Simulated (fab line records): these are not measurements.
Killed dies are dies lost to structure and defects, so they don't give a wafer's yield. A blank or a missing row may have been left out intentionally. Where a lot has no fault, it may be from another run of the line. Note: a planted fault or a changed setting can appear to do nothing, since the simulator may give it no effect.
The tool behind it: which one? / flow gf180mcu / 42 wafers from 14 lots sampled at 4 of the route's 602 steps

WHAT THE GAUGES SHOWED, per wafer
GF_M1_THK_MEAS_06: measures by xrf. Usual: M1_ALCU_THK gives 449 nm (standard deviation 5.6).
lot=L729; measured=day 16 18:38; on=film-metro-04; M1_ALCU_THK (nm)=450 445 434; flag=
lot=L731; measured=day 17 10:58; on=film-metro-02; M1_ALCU_THK (nm)=455 441 449; flag=
lot=L732; measured=day 17 19:52; on=film-metro-02; M1_ALCU_THK (nm)=451 439 446; flag=
lot=L733; measured=day 17 22:04; on=film-metro-02; M1_ALCU_THK (nm)=439 442 435; flag=
lot=L737; measured=day 19 09:54; on=film-metro-04; M1_ALCU_THK (nm)=453 458 456; flag=
lot=L738; measured=day 19 21:27; on=film-metro-01; M1_ALCU_THK (nm)=454 455 454; flag=
lot=L740; measured=day 20 18:19; on=film-metro-02; M1_ALCU_THK (nm)=450 456 456; flag=
lot=L741; measured=day 20 23:37; on=film-metro-04; M1_ALCU_THK (nm)=442 450 453; flag=
lot=L742; measured=day 21 07:52; on=film-metro-02; M1_ALCU_THK (nm)=447 449 448; flag=
lot=L743; measured=day 21 16:37; on=film-metro-01; M1_ALCU_THK (nm)=451 459 449; flag=
lot=L744; measured=day 21 20:50; on=film-metro-02; M1_ALCU_THK (nm)=447 442 450; flag=
lot=L745; measured=day 22 08:29; on=film-metro-02; M1_ALCU_THK (nm)=445 441 449; flag=
lot=L748; measured=day 23 05:50; on=film-metro-01; M1_ALCU_THK (nm)=450 455 451; flag=
lot=L751; measured=day 24 07:49; on=film-metro-02; M1_ALCU_THK (nm)=448 454 451; flag=

EACH LOT AND THE TOOL THAT RAN IT (in order: tool; ch and the chambers of the sampled wafers; start)
lot=L729; GF_CONTACT_CMP_27=cmp-01 ch 2,3, day 16 18:00; GF_M1_SPUTTER_01=pvd-sputter-01, day 16 18:24; GF_M1_SPUTTER_03=pvd-sputter-01, day 16 18:28
lot=L731; GF_CONTACT_CMP_27=cmp-01 ch 2,3, day 17 10:19; GF_M1_SPUTTER_01=pvd-sputter-01, day 17 10:43; GF_M1_SPUTTER_03=pvd-sputter-01, day 17 10:47
lot=L732; GF_CONTACT_CMP_27=cmp-02 ch 0,2,3, day 17 19:16; GF_M1_SPUTTER_01=pvd-sputter-04, day 17 19:37; GF_M1_SPUTTER_03=pvd-sputter-04, day 17 19:40
lot=L733; GF_CONTACT_CMP_27=cmp-02 ch 0,1,2, day 17 21:30; GF_M1_SPUTTER_01=pvd-sputter-01, day 17 21:48; GF_M1_SPUTTER_03=pvd-sputter-01, day 17 21:52
lot=L737; GF_CONTACT_CMP_27=cmp-02 ch 0,1, day 19 09:19; GF_M1_SPUTTER_01=pvd-sputter-04, day 19 09:40; GF_M1_SPUTTER_03=pvd-sputter-04, day 19 09:43
lot=L738; GF_CONTACT_CMP_27=cmp-02 ch 0,1, day 19 20:49; GF_M1_SPUTTER_01=pvd-sputter-04, day 19 21:13; GF_M1_SPUTTER_03=pvd-sputter-04, day 19 21:16
lot=L740; GF_CONTACT_CMP_27=cmp-02 ch 0,1,2, day 20 17:39; GF_M1_SPUTTER_01=pvd-sputter-03, day 20 18:04; GF_M1_SPUTTER_03=pvd-sputter-03, day 20 18:08
lot=L741; GF_CONTACT_CMP_27=cmp-02 ch 0,1, day 20 22:58; GF_M1_SPUTTER_01=pvd-sputter-04, day 20 23:22; GF_M1_SPUTTER_03=pvd-sputter-04, day 20 23:25
lot=L742; GF_CONTACT_CMP_27=cmp-02 ch 0,1,2, day 21 07:13; GF_M1_SPUTTER_01=pvd-sputter-03, day 21 07:37; GF_M1_SPUTTER_03=pvd-sputter-03, day 21 07:41
lot=L743; GF_CONTACT_CMP_27=cmp-01 ch 2,3, day 21 15:57; GF_M1_SPUTTER_01=pvd-sputter-04, day 21 16:21; GF_M1_SPUTTER_03=pvd-sputter-04, day 21 16:25
lot=L744; GF_CONTACT_CMP_27=cmp-01 ch 0,1,2, day 21 20:17; GF_M1_SPUTTER_01=pvd-sputter-04, day 21 20:35; GF_M1_SPUTTER_03=pvd-sputter-04, day 21 20:38
lot=L745; GF_CONTACT_CMP_27=cmp-02 ch 1,3, day 22 07:54; GF_M1_SPUTTER_01=pvd-sputter-04, day 22 08:15; GF_M1_SPUTTER_03=pvd-sputter-04, day 22 08:19
lot=L748; GF_CONTACT_CMP_27=cmp-01 ch 0,2, day 23 05:15; GF_M1_SPUTTER_01=pvd-sputter-04, day 23 05:36; GF_M1_SPUTTER_03=pvd-sputter-04, day 23 05:40
lot=L751; GF_CONTACT_CMP_27=cmp-01 ch 0,1, day 24 07:12; GF_M1_SPUTTER_01=pvd-sputter-01, day 24 07:33; GF_M1_SPUTTER_03=pvd-sputter-01, day 24 07:37
- GF_CONTACT_CMP_27: polishes, stops on SiO2, t overpolish 15 s, target thk 0 nm.
- GF_M1_SPUTTER_01: material TiN, target thk 30 nm, time 25 s.
- GF_M1_SPUTTER_03: material Ti, target thk 10 nm, time 6.7 s.

WHAT THE TOOLS THEMSELVES READ (means of the sampled wafers that have a number; where no wafer has one, the mark that the record gives instead)
GF_CONTACT_CMP_27. Usual: head-pressure-psi 3.499 psi, standard deviation 0.0068; motor-current-A 11.2 A, standard deviation 1.2; overpolish-run-s 15.001 s, standard deviation 0.0092; slurry-filter-dp-kPa 13.51 kPa, standard deviation 0.14; time-to-endpoint-s 70 s, standard deviation 3.4.
lot=L729; tool=cmp-01; head-pressure-psi (psi)=3.489; motor-current-A (A)=12.9; overpolish-run-s (s)=14.988; slurry-filter-dp-kPa (kPa)=13.55; time-to-endpoint-s (s)=71; flag=
lot=L731; tool=cmp-01; head-pressure-psi (psi)=3.502; motor-current-A (A)=13.1; overpolish-run-s (s)=15.004; slurry-filter-dp-kPa (kPa)=13.41; time-to-endpoint-s (s)=70; flag=
lot=L732; tool=cmp-02; head-pressure-psi (psi)=3.499; motor-current-A (A)=9.9; overpolish-run-s (s)=14.994; slurry-filter-dp-kPa (kPa)=13.51; time-to-endpoint-s (s)=69; flag=
lot=L733; tool=cmp-02; head-pressure-psi (psi)=3.497; motor-current-A (A)=10.4; overpolish-run-s (s)=14.999; slurry-filter-dp-kPa (kPa)=13.64; time-to-endpoint-s (s)=72; flag=
lot=L737; tool=cmp-02; head-pressure-psi (psi)=3.497; motor-current-A (A)=10.5; overpolish-run-s (s)=15.007; slurry-filter-dp-kPa (kPa)=13.61; time-to-endpoint-s (s)=71; flag=
lot=L738; tool=cmp-02; head-pressure-psi (psi)=3.500; motor-current-A (A)=10.9; overpolish-run-s (s)=14.997; slurry-filter-dp-kPa (kPa)=13.43; time-to-endpoint-s (s)=71; flag=
lot=L740; tool=cmp-02; head-pressure-psi (psi)=3.502; motor-current-A (A)=10.0; overpolish-run-s (s)=15.003; slurry-filter-dp-kPa (kPa)=13.39; time-to-endpoint-s (s)=73; flag=
lot=L741; tool=cmp-02; head-pressure-psi (psi)=3.493; motor-current-A (A)=10.5; overpolish-run-s (s)=14.996; slurry-filter-dp-kPa (kPa)=13.43; time-to-endpoint-s (s)=70; flag=
lot=L742; tool=cmp-02; head-pressure-psi (psi)=3.639; motor-current-A (A)=10.4; overpolish-run-s (s)=14.996; slurry-filter-dp-kPa (kPa)=13.57; time-to-endpoint-s (s)=68; flag=OFF
lot=L743; tool=cmp-01; head-pressure-psi (psi)=3.497; motor-current-A (A)=13.2; overpolish-run-s (s)=14.998; slurry-filter-dp-kPa (kPa)=13.43; time-to-endpoint-s (s)=71; flag=
lot=L744; tool=cmp-01; head-pressure-psi (psi)=3.501; motor-current-A (A)=11.9; overpolish-run-s (s)=14.996; slurry-filter-dp-kPa (kPa)=13.47; time-to-endpoint-s (s)=73; flag=
lot=L745; tool=cmp-02; head-pressure-psi (psi)=3.639; motor-current-A (A)=11.6; overpolish-run-s (s)=14.993; slurry-filter-dp-kPa (kPa)=13.59; time-to-endpoint-s (s)=71; flag=OFF
lot=L748; tool=cmp-01; head-pressure-psi (psi)=3.503; motor-current-A (A)=11.7; overpolish-run-s (s)=15.008; slurry-filter-dp-kPa (kPa)=13.46; time-to-endpoint-s (s)=67; flag=
lot=L751; tool=cmp-01; head-pressure-psi (psi)=3.494; motor-current-A (A)=11.6; overpolish-run-s (s)=15.010; slurry-filter-dp-kPa (kPa)=13.39; time-to-endpoint-s (s)=68; flag=

GF_M1_SPUTTER_01. Usual: throttle-valve-pct reads 30.2 % (standard deviation 0.71).
lot=L729; tool=pvd-sputter-01; throttle-valve-pct (%)=29.3; flag=
lot=L731; tool=pvd-sputter-01; throttle-valve-pct (%)=29.5; flag=
lot=L732; tool=pvd-sputter-04; throttle-valve-pct (%)=30.3; flag=
lot=L733; tool=pvd-sputter-01; throttle-valve-pct (%)=29.4; flag=
lot=L737; tool=pvd-sputter-04; throttle-valve-pct (%)=29.9; flag=
lot=L738; tool=pvd-sputter-04; throttle-valve-pct (%)=29.9; flag=
lot=L740; tool=pvd-sputter-03; throttle-valve-pct (%)=31.1; flag=
lot=L741; tool=pvd-sputter-04; throttle-valve-pct (%)=30.3; flag=
lot=L742; tool=pvd-sputter-03; throttle-valve-pct (%)=30.2; flag=
lot=L743; tool=pvd-sputter-04; throttle-valve-pct (%)=30.3; flag=
lot=L744; tool=pvd-sputter-04; throttle-valve-pct (%)=30.0; flag=
lot=L745; tool=pvd-sputter-04; throttle-valve-pct (%)=30.1; flag=
lot=L748; tool=pvd-sputter-04; throttle-valve-pct (%)=30.1; flag=
lot=L751; tool=pvd-sputter-01; throttle-valve-pct (%)=29.4; flag=

GF_M1_SPUTTER_03. Usual: throttle-valve-pct reads 30.2 % (standard deviation 0.7).
lot=L729; tool=pvd-sputter-01; throttle-valve-pct (%)=29.3; flag=
lot=L731; tool=pvd-sputter-01; throttle-valve-pct (%)=29.6; flag=
lot=L732; tool=pvd-sputter-04; throttle-valve-pct (%)=30.4; flag=
lot=L733; tool=pvd-sputter-01; throttle-valve-pct (%)=29.3; flag=
lot=L737; tool=pvd-sputter-04; throttle-valve-pct (%)=30.0; flag=
lot=L738; tool=pvd-sputter-04; throttle-valve-pct (%)=29.9; flag=
lot=L740; tool=pvd-sputter-03; throttle-valve-pct (%)=31.0; flag=
lot=L741; tool=pvd-sputter-04; throttle-valve-pct (%)=30.5; flag=
lot=L742; tool=pvd-sputter-03; throttle-valve-pct (%)=30.1; flag=
lot=L743; tool=pvd-sputter-04; throttle-valve-pct (%)=30.3; flag=
lot=L744; tool=pvd-sputter-04; throttle-valve-pct (%)=30.1; flag=
lot=L745; tool=pvd-sputter-04; throttle-valve-pct (%)=30.0; flag=
lot=L748; tool=pvd-sputter-04; throttle-valve-pct (%)=30.4; flag=
lot=L751; tool=pvd-sputter-01; throttle-valve-pct (%)=29.5; flag=

THE ANSWER, worked out from the rows above alone
Rule: take the mean of a lot's wafers that have a number; if it is more than 3 standard deviations from the usual mean, the lot is off. A lot without any number at a reading at which 4 lots or more have one is off too. Where the step has rows for the other lots, those lots are counted as sound. First the gauges in route order, then the tools' own readings, where a lot's mean is used as printed above. The first step at which some lot is off is used, and at that step the reading that is off furthest; a lot without a number counts as furthest.
Off: L742, L745, at GF_CONTACT_CMP_27 (head-pressure-psi).
If a tool, at that step or one of the process steps before it, ran each lot that is off and ran no sound lot following the first of them, it fits. One fits: GF_CONTACT_CMP_27 on cmp-02. Its last sound lot is L741 (day 20 22:58), its first lot that is off L742 (day 21 07:13): a fault that began between those two fits.
The tool's own readings at GF_CONTACT_CMP_27 bear it out: on the lots that are off they differ by more than 5 times the standard deviation of the sound lots' means. head-pressure-psi reads 3.639 psi there against 3.498 psi on the sound lots.

WHAT THE SIMULATOR HAD INSERTED
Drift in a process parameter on cmp-02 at GF_CONTACT_CMP_27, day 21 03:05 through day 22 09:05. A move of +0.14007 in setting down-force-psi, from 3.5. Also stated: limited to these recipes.
Struck lots among those shown: L742, L745. The rule given above showed the same thing.
